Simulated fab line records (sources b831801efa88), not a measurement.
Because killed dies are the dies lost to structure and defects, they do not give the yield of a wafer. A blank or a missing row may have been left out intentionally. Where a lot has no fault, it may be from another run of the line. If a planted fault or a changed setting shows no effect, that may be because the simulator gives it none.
Matching of chambers + flow sky130 + 4 sister chambers for SKY_VIA2_CMP_02 on cmp-02
The step polishes SiO2. 4 wafers are shown with their chamber, then 8 later ones without.

## WAFERS, EACH WITH ITS CHAMBER
| wafer  | chamber | motor-current-A (A) |
|--------|---------|---------------------|
| L819.3 | 0       | 13.0                |
| L825.3 | 1       | 15.7                |
| L825.5 | 3       | 11.8                |
| L835.1 | 2       | 11.9                |

## WAFERS MISSING THEIR CHAMBER
| wafer  | motor-current-A (A) |
|--------|---------------------|
| L835.4 | 14.0                |
| L835.6 | 11.6                |
| L837.1 | 14.8                |
| L837.2 | 13.7                |
| L837.6 | 13.6                |
| L839.2 | 12.1                |
| L839.3 | 15.2                |
| L839.4 | 12.4                |

## WHICH CHAMBER EACH WENT THROUGH
| wafer  | from the rows above               | in truth |
|--------|-----------------------------------|----------|
| L835.4 | can't be placed: 0 or 1 or 2 or 3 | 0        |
| L835.6 | can't be placed: 3 or 2 or 0      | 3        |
| L837.1 | can't be placed: 1 or 0           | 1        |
| L837.2 | can't be placed: 0 or 2 or 3      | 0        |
| L837.6 | can't be placed: 0 or 2 or 3      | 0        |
| L839.2 | can't be placed: 2 or 3 or 0      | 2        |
| L839.3 | 1                                 | 1        |
| L839.4 | can't be placed: 2 or 0 or 3      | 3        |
Correct placement for 1 of the 8. Cannot be placed on the basis of these rows: 7; the candidates contain the true chamber in 7. Number placed wrongly: 0.
How it was worked out, from the rows above alone: a wafer's distance from a chamber is the root of the sum, over the readings, of the square of ((its reading less the chamber's mean) divided by the reading's scatter). If the next closest chamber is less than 2 further off than the closest, the wafer can't be placed; otherwise it belongs to the closest. A chamber's mean is the mean of its shown wafers. The scatter: root of mean squared gap, hidden wafer to nearest shown wafer, with one shown wafer a chamber.
